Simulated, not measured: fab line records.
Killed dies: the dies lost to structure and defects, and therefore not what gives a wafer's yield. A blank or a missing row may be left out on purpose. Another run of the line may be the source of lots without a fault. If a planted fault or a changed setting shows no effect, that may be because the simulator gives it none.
The tool behind it: which one? -- flow gf180mcu -- Sampling: 12 lots, 36 wafers, 2 of 602 route steps

== WHAT THE GAUGES READ, wafer by wafer ==
GF_M3_OVL_MEAS_15.
lot,measured,on,M3_OVL (nm)
L075,day 22 04:48,overlay-02,6 8 0
L077,day 22 19:30,overlay-01,-9 2 2
L079,day 23 11:46,overlay-01,0 -3 10
L081,day 23 21:55,overlay-02,-6 -3 4
L083,day 24 19:11,overlay-02,3 8 4
L085,day 25 10:44,overlay-02,-2 -1 5
L087,day 26 02:15,overlay-01,-6 -10 -2
L089,day 26 12:45,overlay-02,10 9 8
L091,day 27 04:50,overlay-02,2 6 1
L093,day 27 21:24,overlay-02,12 9 5
L095,day 28 07:02,overlay-01,-1 4 4
L097,day 28 21:16,overlay-01,-5 -4 2

== EACH LOT AND THE TOOL THAT RAN IT (in order: tool; ch and the chambers of the sampled wafers; start) ==
lot,GF_CONTACT_STRIP_18
L075,"plasma asher-04 ch 0,1, day 16 21:14"
L077,"plasma asher-01 ch 0,1, day 17 12:36"
L079,"plasma asher-03 ch 0,1, day 18 04:07"
L081,"plasma asher-01 ch 0,1, day 18 15:32"
L083,"plasma asher-01 ch 0,1, day 19 14:29"
L085,"plasma asher-01 ch 0,1, day 20 08:29"
L087,"plasma asher-03 ch 0,1, day 21 00:49"
L089,"plasma asher-01 ch 0,1, day 21 13:47"
L091,"plasma asher-03 ch 0,1, day 22 07:29"
L093,"plasma asher-01 ch 1, day 23 02:14"
L095,"plasma asher-04 ch 0,1, day 23 13:41"
L097,"plasma asher-04 ch 0,1, day 24 06:23"
- GF_CONTACT_STRIP_18: strips in O2/N2.

== THE ANSWER, worked out from the rows above alone ==
Rule: usual is defined by the lots themselves. Put in order of their means at a reading, lots are off if they are a third of the lots or fewer, leave a main group of 4 or more, and stand apart from it by a gap of 3 or more times the standard deviation of the main group's means; of several such gaps the widest counts. A main group is skipped when, at the precision printed for the reading in the tables above, its means are all equal. Also off: a lot with no number at a reading for which 4 or more lots have one. Where the step has rows for the other lots, those lots are counted as sound.
None of the lots is off at any reading shown; this tells nothing.

== WHAT THE SIMULATOR PUT IN ==
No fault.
